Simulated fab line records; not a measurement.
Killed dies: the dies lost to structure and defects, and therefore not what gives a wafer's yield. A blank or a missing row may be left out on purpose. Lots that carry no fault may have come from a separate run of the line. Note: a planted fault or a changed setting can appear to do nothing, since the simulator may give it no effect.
Matching of chambers :: flow gf180mcu :: 3 sister chambers for GF_SAB_CVD_00 on pecvd-01
The step deposits SiO2 from TEOS, target thk 50 nm, time 4.9302 s. 6 wafers are shown with their chamber, then 8 later ones without.

WAFERS PAIRED WITH THEIR CHAMBERS
wafer: L346.4
chamber: 1
heater power w (W): 676

wafer: L346.6
chamber: 0
heater power w (W): 778

wafer: L348.1
chamber: 2
heater power w (W): 630

wafer: L348.2
chamber: 0
heater power w (W): 745

wafer: L348.4
chamber: 2
heater power w (W): 640

wafer: L353.4
chamber: 1
heater power w (W): 592

WAFERS WITHOUT THEIR CHAMBER
wafer: L353.5
heater power w (W): 791

wafer: L353.6
heater power w (W): 708

wafer: L357.2
heater power w (W): 750

wafer: L357.3
heater power w (W): 749

wafer: L357.5
heater power w (W): 666

wafer: L356.3
heater power w (W): 717

wafer: L356.5
heater power w (W): 727

wafer: L356.6
heater power w (W): 696

THE CHAMBER EACH PASSED THROUGH
wafer: L353.5
from the rows above: 0
in truth: 0

wafer: L353.6
from the rows above: can't be placed: 0 or 2 or 1
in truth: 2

wafer: L357.2
from the rows above: 0
in truth: 0

wafer: L357.3
from the rows above: 0
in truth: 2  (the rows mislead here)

wafer: L357.5
from the rows above: can't be placed: 2 or 1 or 0
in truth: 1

wafer: L356.3
from the rows above: can't be placed: 0 or 2 or 1
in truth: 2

wafer: L356.5
from the rows above: can't be placed: 0 or 2 or 1
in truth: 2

wafer: L356.6
from the rows above: can't be placed: 2 or 1 or 0
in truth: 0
2 of 8 placed correctly. Cannot be placed on the basis of these rows: 5; the candidates contain the true chamber in 5. Number placed wrongly: 1.
How it was worked out, from the rows above alone: a wafer's distance from a chamber is the root of the sum, over the readings, of the square of ((its reading less the chamber's mean) divided by the reading's scatter). If the next closest chamber is less than 2 further off than the closest, the wafer can't be placed; otherwise it belongs to the closest. The mean given for a chamber averages the wafers shown for that chamber. The scatter: the root of (the sum of the squares of (reading less its chamber's mean) over the shown wafers, divided by (wafers less chambers)).
